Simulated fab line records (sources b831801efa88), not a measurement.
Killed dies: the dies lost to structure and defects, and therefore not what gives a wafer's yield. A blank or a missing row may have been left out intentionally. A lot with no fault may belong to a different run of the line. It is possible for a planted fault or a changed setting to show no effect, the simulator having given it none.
fab line records	flow sky130
record lots=6	wafers=18	last_day=52
route steps=708 shown SD_P@322 RES_XHIGH@332 PAD_OPEN@708
lots untouched by any fault: they come from a run of this same line in which no faults occurred
start_h: hours from the record's opening day to when the first of the lot's shown wafers began	wait_h: hours since the lot's step before	" the same as in the row above	L1.1+2: a row that stands for several wafers	- either no value or no given start	* or withheld: withheld	< > ~ a bound
route shown NAME@n: names a module that has steps shown in the file, with the first one's number in the route	usual: mean/standard deviation taken from wafers without a fault	same: alike in all rows	chamber/n: place in a boat	sites: each site's reading	_std_site: the standard deviation of these	_edge_site: mean of outer sites minus mean of inner sites	radius_mm: for every site, how far away it sits from the centre of the wafer	mask NAME#n: copy n	behind: the tool/chamber that last shaped the wafer	hold: the reason the lot was held/the length of the hold in hours/how it ended	device: names the non-switching transistor (n, p or np)	end of line: tests run on the same wafers once the route is complete	a step with no rows: only its recipe	killed: at the first sort, the dies lost to defects and structure; wafer yield is something else	map: a wafer's dies, x killed, . not, _ none there
set.NAME: the setting that was run; set.NAME@STEP: the one run at that earlier step	model.NAME: the simulator's own value behind a step, which no gauge read
a table for each step, a row for each wafer; lots at some steps of the route
services: when a tool's chamber went out of use (start_h, in hours from the record's first day, below 0 if earlier), for how many hours, and the reason
## steps
# step SKY_SD_P_COAT_02
# recipe resist=NOVOLAK	spin_rpm=3000	resist_thk_nm=1140
# step SKY_SD_P_SOFTBAKE_03
# recipe temp_c=90	time_s=60	resist=NOVOLAK
# step SKY_SD_P_EXPOSE_04
# recipe mask_id=PSDM	na=0.6	source_shape=conventional	sigma_outer=0.6	polarization=unpolarized	target_cd_nm=380	dose_mj=138
# step SKY_SD_P_PEB_05
# recipe temp_c=withheld	time_s=*	resist=NOVOLAK
# step SKY_SD_P_DEVELOP_06
# recipe resist=NOVOLAK	developer=TMAH	develop_time_s=60	dev_temp_c=23
# step SKY_SD_P_CD_MEAS_07
# recipe target_cd_nm=380
# usual cd_nm=379.9/2.8
lot.wafer	tool	chamber	start_h	wait_h	cd_nm
L397.4	cd_sem-02	-	532.77	0.1	381.5
L397.5	"	-	"	"	380.9
L397.6	"	-	"	"	380.4
L408.3	cd_sem-02	-	595.27	0.1	381.8
L408.5	"	-	"	"	382.0
L408.6	"	-	"	"	381.9
L410.2	cd_sem-02	-	610.85	0.1	376.0
L410.5	"	-	"	"	374.9
L410.6	"	-	"	"	375.7
L412.3	cd_sem-02	-	625.82	0.1	379.8
L412.4	"	-	"	"	377.4
L412.6	"	-	"	"	379.9
L415.1	cd_sem-02	-	846.96	0.1	378.3
L415.3	"	-	"	"	381.4
L415.5	"	-	"	"	380.0
L419.1	cd_sem-01	-	850.14	0.1	380.1
L419.3	"	-	"	"	381.4
L419.5	"	-	"	"	379.9
# step SKY_SD_P_OVL_MEAS_08
# usual SD_P_OVL=-1.1/1.5
lot.wafer	tool	chamber	start_h	wait_h	SD_P_OVL[nm]
L397.4	overlay-01	-	532.85	0.1	-1.3
L397.5	"	-	"	"	-2.2
L397.6	"	-	"	"	-0.3
L408.3	overlay-02	-	595.37	0.1	-1.6
L408.5	"	-	"	"	-1.4
L408.6	"	-	"	"	-0.6
L410.2	overlay-02	-	610.96	0.1	-1.3
L410.5	"	-	"	"	0.1
L410.6	"	-	"	"	0.5
L412.3	overlay-01	-	625.92	0.1	-1.8
L412.4	"	-	"	"	-2.7
L412.6	"	-	"	"	-0.4
L415.1	overlay-01	-	847.08	0.1	-3.3
L415.3	"	-	"	"	0.5
L415.5	"	-	"	"	-1.0
L419.1	overlay-02	-	850.26	0.1	-0.6
L419.3	"	-	"	"	0.5
L419.5	"	-	"	"	-1.8
# step SKY_SD_P_IMPLANT_09
# recipe species=BF2	energy_kev=20	dose_cm2=3e+15	tilt_deg=0
# step SKY_SD_P_STRIP_10
# recipe chemistry=O2/N2	power_w=1400	pressure_mtorr=1500	platen_temp_c=withheld	o2_flow_sccm=3000	n2_flow_sccm=300	overash_fraction=0.5
# usual chamber_pressure_mTorr=1500.1/1.3	drypump_motor_current_A=5.81/0.26	oes_product_au=0.617/0.0049	strip_time_to_endpoint_s=17.50/0.042
lot.wafer	tool	chamber	start_h	wait_h	chamber_pressure_mTorr	drypump_motor_current_A	oes_product_au	rf_hours_counter_h	strip_time_to_endpoint_s
L397.4	plasma_asher-01	1	533.05	0.1	1499.2	6.06	0.625	-	17.47
L397.5	"	0	"	"	1500.1	5.23	0.623	-	17.49
L397.6	"	1	"	"	1497.7	6.03	0.618	-	17.48
L408.3	plasma_asher-04	1	595.57	0.1	1501.4	5.94	0.615	-	17.52
L408.5	"	0	"	"	1499.8	5.57	0.615	-	17.49
L408.6	"	1	"	"	1500.1	5.89	0.617	-	17.51
L410.2	plasma_asher-02	1	611.14	0.1	1500.1	6.01	0.618	18	17.51
L410.5	"	0	"	"	1499.3	5.97	0.609	-	17.48
L410.6	"	1	"	"	1501.3	5.99	0.610	-	17.48
L412.3	plasma_asher-04	0	626.12	0.1	1499.6	5.55	0.617	-	17.46
L412.4	"	1	"	"	1501.7	5.89	0.613	-	17.47
L412.6	"	1	"	"	1502.3	5.89	0.615	-	17.46
L415.1	plasma_asher-02	0	847.26	0.1	1500.2	5.95	0.622	41	17.52
L415.3	"	1	"	"	1500.3	6.00	0.622	-	17.51
L415.5	"	1	"	"	1499.6	5.97	0.620	-	17.56
L419.1	plasma_asher-02	1	850.44	0.1	1499.6	5.96	0.617	42	17.51
L419.3	"	0	"	"	1498.3	5.97	0.614	-	17.47
L419.5	"	0	"	"	1499.0	5.94	0.615	-	17.49
# step SKY_SD_P_TW_MEAS_11
# usual SD_P_TW=2804/10
lot.wafer	tool	chamber	start_h	wait_h	SD_P_TW
L397.4	film_metro-02	-	533.15	0.1	2811
L397.5	"	-	"	"	2830
L397.6	"	-	"	"	2816
L408.3	film_metro-02	-	595.66	0.1	2804
L408.5	"	-	"	"	2802
L408.6	"	-	"	"	2817
L410.2	film_metro-02	-	611.25	0.1	2801
L410.5	"	-	"	"	2824
L410.6	"	-	"	"	2812
L412.3	film_metro-04	-	626.21	0.1	2798
L412.4	"	-	"	"	2803
L412.6	"	-	"	"	2799
L415.1	film_metro-04	-	847.36	0.1	2810
L415.3	"	-	"	"	2797
L415.5	"	-	"	"	2800
L419.1	film_metro-02	-	850.54	0.1	2802
L419.3	"	-	"	"	2778
L419.5	"	-	"	"	2797
# step SKY_RES_XHIGH_DEHYDRATE_00
# recipe temp_c=200	time_s=60
# step SKY_RES_XHIGH_HMDS_01
# recipe prime_time_s=60	prime_temp_c=120
# step SKY_RES_XHIGH_COAT_02
# recipe resist=NOVOLAK	spin_rpm=3000	resist_thk_nm=1140
# usual chill_plate_temp_C=23.02/0.1	dispense_pressure_kPa=48/3.4	spin_speed_rpm=2999.9/1.7
lot.wafer	tool	chamber	start_h	wait_h	chill_plate_temp_C	dispense_pressure_kPa	spin_speed_rpm	model.NOVOLAK_of_RES_XHIGH_COAT_02.thk_nm
L397.4	litho_track-01	0	546.74	0.1	23.21	50	2996.6	1136
L397.5	"	0	"	"	23.14	50	2996.1	1138
L397.6	"	0	"	"	23.28	50	2997.1	1135
L408.3	litho_track-04	0	609.71	0.1	23.03	44	3078.3	1124
L408.5	"	0	"	"	23.05	44	3079.4	1122
L408.6	"	0	"	"	23.14	44	3080.3	1123
L410.2	litho_track-04	0	626.33	0.1	22.99	44	3078.5	1127
L410.5	"	0	"	"	22.88	44	3078.5	1128
L410.6	"	0	"	"	23.00	44	3079.7	1128
L412.3	litho_track-03	0	640.64	0.1	22.79	51	2999.6	1139
L412.4	"	0	"	"	23.04	51	3000.7	1143
L412.6	"	0	"	"	22.86	51	2998.8	1142
L415.1	litho_track-04	0	859.16	0.1	23.08	44	3001.4	1143
L415.3	"	0	"	"	23.04	44	3000.5	1145
L415.5	"	0	"	"	23.12	44	3001.7	1144
L419.1	litho_track-03	0	863.64	0.1	23.07	51	3000.4	1143
L419.3	"	0	"	"	23.03	51	2999.5	1139
L419.5	"	0	"	"	23.03	51	2997.1	1141
# step SKY_RES_XHIGH_SOFTBAKE_03
# recipe temp_c=90	time_s=60	resist=NOVOLAK
# step SKY_RES_XHIGH_EXPOSE_04
# recipe mask_id=URPM	na=0.6	source_shape=conventional	sigma_outer=0.6	polarization=unpolarized	target_cd_nm=1270	dose_mj=140
# step SKY_RES_XHIGH_PEB_05
# recipe temp_c=withheld	time_s=*	resist=NOVOLAK
# step SKY_RES_XHIGH_DEVELOP_06
# recipe resist=NOVOLAK	developer=TMAH	develop_time_s=60	dev_temp_c=23
# usual chill_plate_temp_C=23.00/0.09
lot.wafer	tool	chamber	start_h	wait_h	chill_plate_temp_C	model.NOVOLAK_of_RES_XHIGH_COAT_02.thk_nm
L397.4	litho_track-04	0	561.63	0.1	23.13	1136
L397.5	"	0	"	"	23.21	1138
L397.6	"	0	"	"	23.06	1135
L408.3	litho_track-03	0	624.84	0.1	22.93	1123
L408.5	"	0	"	"	22.99	1122
L408.6	"	0	"	"	22.97	1123
L410.2	litho_track-04	0	640.48	0.1	23.04	1127
L410.5	"	0	"	"	22.96	1127
L410.6	"	0	"	"	22.88	1127
L412.3	litho_track-01	0	655.96	0.1	23.05	1139
L412.4	"	0	"	"	23.10	1142
L412.6	"	0	"	"	22.88	1142
L415.1	litho_track-01	0	873.21	0.1	23.01	1143
L415.3	"	0	"	"	22.99	1144
L415.5	"	0	"	"	22.98	1143
L419.1	litho_track-01	0	876.61	0.1	23.00	1142
L419.3	"	0	"	"	23.07	1139
L419.5	"	0	"	"	23.11	1140
# step SKY_RES_XHIGH_IMPLANT_07
# recipe species=BF2	energy_kev=20	dose_cm2=3.6e+14	tilt_deg=0
# step SKY_RES_XHIGH_STRIP_08
# recipe chemistry=O2/N2	power_w=1400	pressure_mtorr=1500	platen_temp_c=withheld	o2_flow_sccm=3000	n2_flow_sccm=300	overash_fraction=0.5
# usual chamber_pressure_mTorr=1500.3/1.3	drypump_motor_current_A=5.91/0.18	oes_product_au=0.710/0.0043	strip_time_to_endpoint_s=14.28/0.038
lot.wafer	tool	chamber	start_h	wait_h	chamber_pressure_mTorr	drypump_motor_current_A	oes_product_au	rf_hours_counter_h	strip_time_to_endpoint_s
L397.4	plasma_asher-03	1	561.89	0.1	1499.9	6.16	0.713	-	14.23
L397.5	"	0	"	"	1498.9	5.86	0.712	-	14.23
L397.6	"	1	"	"	1498.8	6.16	0.708	-	14.20
L408.3	plasma_asher-04	1	625.12	0.1	1499.3	5.88	0.711	-	14.08
L408.5	"	1	"	"	1498.6	5.94	0.706	-	14.06
L408.6	"	0	"	"	1501.7	5.55	0.708	-	14.06
L410.2	plasma_asher-02	0	640.76	0.1	1503.2	5.95	0.715	22	14.12
L410.5	"	1	"	"	1502.6	5.97	0.705	-	14.13
L410.6	"	0	"	"	1501.9	5.96	0.708	-	14.12
L412.3	plasma_asher-03	1	656.24	0.1	1499.7	6.17	0.708	-	14.27
L412.4	"	0	"	"	1500.6	5.81	0.716	-	14.30
L412.6	"	0	"	"	1502.0	5.80	0.711	-	14.28
L415.1	plasma_asher-02	1	873.51	0.1	1501.4	5.97	0.710	44	14.31
L415.3	"	1	"	"	1501.0	5.98	0.708	-	14.34
L415.5	"	1	"	"	1498.2	5.97	0.715	-	14.31
L419.1	plasma_asher-03	0	876.91	0.1	1500.6	5.84	0.710	105	14.31
L419.3	"	1	"	"	1499.0	6.16	0.700	-	14.27
L419.5	"	0	"	"	1498.3	5.85	0.703	-	14.29
# step SKY_RES_XHIGH_TW_MEAS_09
# usual RES_XHIGH_TW=1627/7.6
lot.wafer	tool	chamber	start_h	wait_h	RES_XHIGH_TW
L397.4	film_metro-04	-	561.99	0.1	1621
L397.5	"	-	"	"	1621
L397.6	"	-	"	"	1635
L408.3	film_metro-01	-	625.21	0.1	1634
L408.5	"	-	"	"	1644
L408.6	"	-	"	"	1628
L410.2	film_metro-04	-	640.87	0.1	1620
L410.5	"	-	"	"	1625
L410.6	"	-	"	"	1618
L412.3	film_metro-04	-	656.33	0.1	1631
L412.4	"	-	"	"	1627
L412.6	"	-	"	"	1628
L415.1	film_metro-04	-	873.61	0.1	1615
L415.3	"	-	"	"	1615
L415.5	"	-	"	"	1612
L419.1	film_metro-04	-	877.01	0.1	1620
L419.3	"	-	"	"	1618
L419.5	"	-	"	"	1616
# step SKY_PAD_OPEN_PROBE_99
# usual killed_at_M0_to_M3=43/7	killed_at_M4_up=2.7/1.6	killed_at_contacts=24/5.3	killed_at_front_end=16/4.6	killed_at_other=0.3/0.53	killed_dies=86/9.3	killed_open=47/6.9	killed_short=38/6.1
# same gross_dies=492	killed_at_back_side=0
lot.wafer	tool	chamber	start_h	wait_h	killed_at_M0_to_M3	killed_at_M4_up	killed_at_contacts	killed_at_front_end	killed_at_other	killed_dies	killed_open	killed_short
L397.4	prober-02	-	1041.27	0.2	41	0	30	14	0	85	50	35
L397.5	prober-02	-	1041.32	0.2	52	1	24	22	1	100	50	50
L397.6	prober-02	-	1041.37	0.2	42	3	23	18	1	87	49	38
L408.3	prober-02	-	1083.36	0.2	51	4	14	16	0	85	46	39
L408.5	prober-02	-	1083.46	0.2	39	0	16	23	1	79	47	32
L408.6	prober-02	-	1083.51	0.2	51	1	13	14	0	79	48	31
L410.2	prober-02	-	1097.75	0.1	41	4	16	24	0	85	38	47
L410.5	prober-02	-	1097.90	0.2	38	4	20	16	0	78	38	40
L410.6	prober-02	-	1097.95	0.2	53	2	27	15	0	97	56	41
L412.3	prober-02	-	1103.96	0.2	48	2	28	16	0	94	58	36
L412.4	prober-02	-	1104.01	0.2	40	2	26	16	0	84	45	39
L412.6	prober-02	-	1104.11	0.2	37	3	27	17	0	84	46	38
L415.1	prober-02	-	1240.62	0.1	48	6	30	17	1	102	63	39
L415.3	prober-02	-	1240.72	0.2	42	4	15	19	0	80	46	34
L415.5	prober-02	-	1240.82	0.2	51	2	32	10	0	95	55	40
L419.1	prober-02	-	1242.12	0.1	52	4	28	21	0	105	50	55
L419.3	prober-02	-	1242.22	0.2	36	4	25	15	0	80	43	35
L419.5	prober-02	-	1242.32	0.2	41	1	28	9	0	79	45	34
# killed by level:class
L397.4 LI_CONTACT:geometric_particle:open=10 VIA2:geometric_particle:open=10 CONTACT:geometric_particle:open=8 CONTACT:geometric_particle:short=7 METAL1:geometric_particle:short=6 VIA1:geometric_particle:open=6 FIELD_ISO:geometric_particle:open=5 METAL3:geometric_particle:short=4
L397.5 VIA2:geometric_particle:open=12 FIELD_ISO:geometric_particle:short=8 VIA1:geometric_particle:open=8 LI_CONTACT:geometric_particle:open=7 VIA3:geometric_particle:open=6 LOCAL_INTERCONNECT:geometric_particle:short=6 METAL1:geometric_particle:short=6 CONTACT:geometric_particle:short=5
L397.6 LI_CONTACT:geometric_particle:open=10 VIA1:geometric_particle:open=8 POLY_GATE:geometric_particle:short=7 VIA2:geometric_particle:open=7 VIA3:geometric_particle:open=7 CONTACT:geometric_particle:open=6 VIA3:geometric_particle:short=6 METAL1:geometric_particle:short=4
L408.3 VIA1:geometric_particle:open=19 VIA2:geometric_particle:open=9 POLY_GATE:geometric_particle:open=6 VIA1:geometric_particle:short=6 VIA2:geometric_particle:short=5 FIELD_ISO:geometric_particle:short=4 METAL4:geometric_particle:short=4 CONTACT:geometric_particle:short=4
L408.5 POLY_GATE:geometric_particle:open=8 VIA1:geometric_particle:open=8 CONTACT:geometric_particle:open=8 VIA3:geometric_particle:open=6 VIA2:geometric_particle:open=5 METAL1:geometric_particle:short=5 POLY_GATE:geometric_particle:short=4 VIA2:geometric_particle:short=4
L408.6 VIA1:geometric_particle:open=19 METAL2:geometric_particle:short=7 FIELD_ISO:geometric_particle:open=5 POLY_GATE:geometric_particle:open=5 METAL1:geometric_particle:short=5 LI_CONTACT:geometric_particle:open=4 LI_CONTACT:geometric_particle:short=4 VIA1:geometric_particle:short=4
L410.2 VIA2:geometric_particle:open=8 METAL1:geometric_particle:short=8 FIELD_ISO:geometric_particle:open=7 CONTACT:geometric_particle:short=7 VIA3:geometric_particle:open=5 POLY_GATE:geometric_particle:short=4 POLY_GATE:geometric_particle:open=4 VIA1:geometric_particle:short=4
L410.5 VIA1:geometric_particle:open=11 METAL2:geometric_particle:short=8 LOCAL_INTERCONNECT:geometric_particle:short=5 LI_CONTACT:geometric_particle:open=5 METAL1:geometric_particle:short=5 FIELD_ISO:geometric_particle:open=4 CONTACT:geometric_particle:open=4 VIA2:geometric_particle:short=4
L410.6 VIA1:geometric_particle:open=14 CONTACT:geometric_particle:open=11 LI_CONTACT:geometric_particle:open=8 METAL2:geometric_particle:short=8 METAL1:geometric_particle:short=7 VIA3:geometric_particle:open=7 POLY_GATE:geometric_particle:open=5 FIELD_ISO:geometric_particle:open=4
L412.3 VIA3:geometric_particle:open=14 VIA1:geometric_particle:open=12 CONTACT:geometric_particle:open=11 LI_CONTACT:geometric_particle:open=8 VIA2:geometric_particle:open=6 POLY_GATE:geometric_particle:short=5 METAL2:geometric_particle:short=5 POLY_GATE:geometric_particle:open=4
L412.4 CONTACT:geometric_particle:open=10 CONTACT:geometric_particle:short=9 METAL1:geometric_particle:short=8 VIA1:geometric_particle:short=7 VIA1:geometric_particle:open=7 FIELD_ISO:geometric_particle:open=6 VIA3:geometric_particle:open=5 LI_CONTACT:geometric_particle:open=4
L412.6 LI_CONTACT:geometric_particle:open=11 CONTACT:geometric_particle:open=11 VIA3:geometric_particle:open=7 FIELD_ISO:geometric_particle:short=5 VIA2:geometric_particle:open=5 POLY_GATE:geometric_particle:short=5 METAL3:geometric_particle:short=5 METAL1:geometric_particle:short=4
L415.1 VIA1:geometric_particle:open=12 LI_CONTACT:geometric_particle:open=11 CONTACT:geometric_particle:open=11 VIA2:geometric_particle:open=7 METAL1:geometric_particle:short=6 VIA1:geometric_particle:short=6 VIA3:geometric_particle:open=6 POLY_GATE:geometric_particle:open=5
L415.3 VIA1:geometric_particle:open=10 LI_CONTACT:geometric_particle:open=9 FIELD_ISO:geometric_particle:open=6 POLY_GATE:geometric_particle:short=6 VIA3:geometric_particle:open=6 METAL2:geometric_particle:short=5 METAL1:geometric_particle:short=5 VIA2:geometric_particle:open=4
L415.5 LI_CONTACT:geometric_particle:open=13 VIA1:geometric_particle:open=11 CONTACT:geometric_particle:open=9 METAL1:geometric_particle:short=8 LI_CONTACT:geometric_particle:short=6 METAL2:geometric_particle:short=6 VIA3:geometric_particle:open=5 FIELD_ISO:geometric_particle:open=4
L419.1 LI_CONTACT:geometric_particle:open=12 METAL1:geometric_particle:short=10 VIA3:geometric_particle:open=10 FIELD_ISO:geometric_particle:open=6 POLY_GATE:geometric_particle:short=6 POLY_GATE:geometric_particle:open=5 CONTACT:geometric_particle:open=5 METAL2:geometric_particle:short=5
L419.3 VIA1:geometric_particle:open=8 LI_CONTACT:geometric_particle:open=7 CONTACT:geometric_particle:open=6 LI_CONTACT:geometric_particle:short=5 VIA2:geometric_particle:short=5 VIA2:geometric_particle:open=5 FIELD_ISO:geometric_particle:open=4 LOCAL_INTERCONNECT:geometric_particle:short=4
L419.5 CONTACT:geometric_particle:open=10 VIA1:geometric_particle:open=8 METAL1:geometric_particle:short=7 VIA3:geometric_particle:open=7 LI_CONTACT:geometric_particle:open=5 LOCAL_INTERCONNECT:geometric_particle:short=5 LI_CONTACT:geometric_particle:short=4 VIA2:geometric_particle:open=4
## services
tool	chamber	start_h	hours	kind
plasma_asher-02	-	540.70	2.6	repair
plasma_asher-01	-	570.89	39.0	repair
plasma_asher-03	-	597.09	0.7	repair
plasma_asher-01	-	617.08	28.1	pm
litho_track-04	-	657.44	-	consumable_replace:filter
plasma_asher-03	-	681.86	2.8	pm
plasma_asher-02	-	730.37	2.8	pm
plasma_asher-04	-	733.75	9.0	pm
plasma_asher-04	0	733.75	9.0	vent_cycle
plasma_asher-04	1	733.75	9.0	vent_cycle
plasma_asher-04	0	742.75	-	clean
plasma_asher-04	1	742.75	-	clean
litho_track-01	-	785.16	-	consumable_replace:filter
plasma_asher-01	-	870.36	0.9	repair
## key
first_sign step=SKY_RES_XHIGH_COAT_02	reading=spin_speed_rpm	direction=up	sigmas=47	usual=2999.9	struck=3079.1
effect step=SKY_RES_XHIGH_STRIP_08	reading=strip_time_to_endpoint_s	direction=down	sigmas=4.8	usual=*	struck=*
model_effect step=SKY_RES_XHIGH_COAT_02	value=NOVOLAK_of_RES_XHIGH_COAT_02.thk_nm	without=1140	struck=1125
model_effect step=SKY_RES_XHIGH_DEVELOP_06	value=NOVOLAK_of_RES_XHIGH_COAT_02.thk_nm	without=1140	struck=1125
met_at SKY_RES_XHIGH_COAT_02
struck_wafers L408.3,L408.5,L408.6,L410.2,L410.5,L410.6
tester_left_out L408,L410
fault kind=process_parameter_drift	tool=litho_track-04	chamber=-	onset_h=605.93	steps=SKY_RES_XHIGH_COAT_02	channel=spin_rpm	offset=79.343	shape=step	end_h=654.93	acts_in=these_recipes_only	stated=3000
# tester_left_out: of these lots the tester's yield and bins aren't shown, on N5 and GAA mostly nor the transistor test; their killed dies are dies lost to structure and defects alone, not to doping, threshold or leakage, so they don't give the yield
